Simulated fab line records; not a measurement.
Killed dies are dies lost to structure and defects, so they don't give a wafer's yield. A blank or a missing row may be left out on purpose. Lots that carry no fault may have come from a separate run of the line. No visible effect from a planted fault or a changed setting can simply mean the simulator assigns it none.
Comparing a struck lot with a sound one -- flow sky130 -- 18 out of 708 route steps
Sound: wafers L650.2, L650.3, L650.6. Struck: wafer L641.2; the same lot's L641.1 was not struck, so it is left out; see the end for the cause.
At each step with rows: each side's tool, then ch and its chambers, then its first start. Under that, the readings that differ: sound wafers -- struck wafers -- difference of the means -- sigmas: that difference in standard deviations of wafers without a fault.
alike: readings whose means differ by less than 2 such deviations, and words and numbers that are the same on both sides. not compared: withheld readings, readings that some wafer has no value for, bounds like >300 that may hide the same value, and numbers for which the record gives no deviation and whose values overlap.
The two part at a step that has a row with sigmas, a row that says differs or no value, or rows on one side only. Numbers that have no deviation but don't overlap get no sigmas and don't part them. Lack of a reading on every wafer of one side parts them only where that side has two or more wafers.

first, 2 steps without rows for these wafers: SKY_CONTACT_PEB_12; SKY_CONTACT_DEVELOP_13 (develop time 60 s).
SKY_CONTACT_CD_MEAS_14: target cd 170 nm.
  sound on cdSem-01, day 37 14:04; struck on cdSem-01, day 35 09:12
  alike: cdNm
SKY_CONTACT_OVL_MEAS_15:
  sound on overlay-01, day 37 14:11; struck on overlay-01, day 35 09:19
reading,sound,struck,difference,sigmas
CONTACT_OVL (nm),-2 -1 -2,11,+13,+3
SKY_CONTACT_ETCH_16: etches BARC in N2/H2, stops on SiO2, time 45.9 s, target depth 60 nm.
  sound on rieDiel-01 ch 1,2, day 37 14:13; struck on rieDiel-01 ch 1, day 35 09:21
  alike: drypumpMotorCurrentA, oesProductAu, rfFwdPowerW, throttleValvePct
  not compared: rfHoursCounterH
SKY_CONTACT_ETCH_17: etches SiO2 in C4F8/O2/Ar, stops on Si3N4, target depth 340 nm.
  sound on rieDiel-01 ch 1,2, day 37 14:15; struck on rieDiel-01 ch 1, day 35 09:23
  alike: oesProductAu, rfFwdPowerW
SKY_CONTACT_ETCH_18: etches Si3N4 in CHF3/O2, stops on TiN, time 39 s, target depth 75 nm.
  sound: rieDiel-01 ch 1,2; struck: rieDiel-01 ch 1
  alike: drypumpMotorCurrentA, oesProductAu, rfFwdPowerW, throttleValvePct
  not compared: rfHoursCounterH
SKY_CONTACT_STRIP_19: strips in O2/N2.
  sound on plasmaAsher-04 ch 0,1, day 37 14:20; struck on plasmaAsher-04 ch 0, day 35 09:29
  alike: drypumpMotorCurrentA, oesProductAu, stripTimeToEndpointS
  not compared: rfHoursCounterH
then, 3 steps without rows for these wafers: SKY_CONTACT_STRIP_20 (strips in post etch residue remover, time 1200 s); SKY_CONTACT_CLEAN_21 (cleans in IPA, time 180 s); SKY_CONTACT_CLEAN_22 (cleans in O3/DIW).
SKY_CONTACT_SPUTTER_23: material TiN, target thk 20 nm, time 80 s.
  sound on pvdSputter-03, day 37 14:56; struck on pvdSputter-02, day 35 10:11
  alike: throttleValvePct
SKY_CONTACT_CVD_24: deposits W, target thk 340 nm, time 102.12 s.
  sound on cvdW-02 ch 0,1, day 37 14:59; struck on cvdW-01 ch 0, day 35 10:15
reading,sound,struck,difference,sigmas
heaterPowerOuterW (W),548 618 548,449,-122,-2
heaterPowerW (W),887 903 874,765,-123,-2
model.W_of_CONTACT_CVD_24.thkNm (nm),339.4 337.6 335.6,639.2,+301.7,
SKY_CONTACT_RS_MEAS_25: measures by four-point-probe.
  sound on filmMetro-01, day 37 15:07; struck on filmMetro-04, day 35 10:22
reading,sound,struck,difference,sigmas
CONTACT_W_RS (ohm/sq),0.339 0.340 0.342,0.179,-0.161,-52
SKY_CONTACT_THK_MEAS_26: measures by xrf.
  sound on filmMetro-01, day 37 15:14; struck on filmMetro-04, day 35 10:29
  not compared: CONTACT_W_THK
SKY_CONTACT_CMP_27: polishes, stops on SiO2, t overpolish 15 s, target thk 0 nm.
  sound on cmp-02 ch 0,3, day 37 15:17; struck on cmp-02 ch 0, day 35 10:32
reading,sound,struck,difference,sigmas
timeToEndpointS (s),80.6 87.3 83.4,155.8,+72.0,+28
  alike: motorCurrentA
then, 1 step without rows for these wafers: SKY_METAL1_SPUTTER_00 (material Ti, target thk 15 nm, time 10 s).
SKY_PAD_OPEN_PROBE_99:
  the record has rows for the sound wafers here (prober-01, day 50 04:31) and none for the struck ones

WHERE THEY PART
Earliest at SKY_CONTACT_OVL_MEAS_15; latest, in this record, at SKY_PAD_OPEN_PROBE_99.

WHY: what the simulator had put in
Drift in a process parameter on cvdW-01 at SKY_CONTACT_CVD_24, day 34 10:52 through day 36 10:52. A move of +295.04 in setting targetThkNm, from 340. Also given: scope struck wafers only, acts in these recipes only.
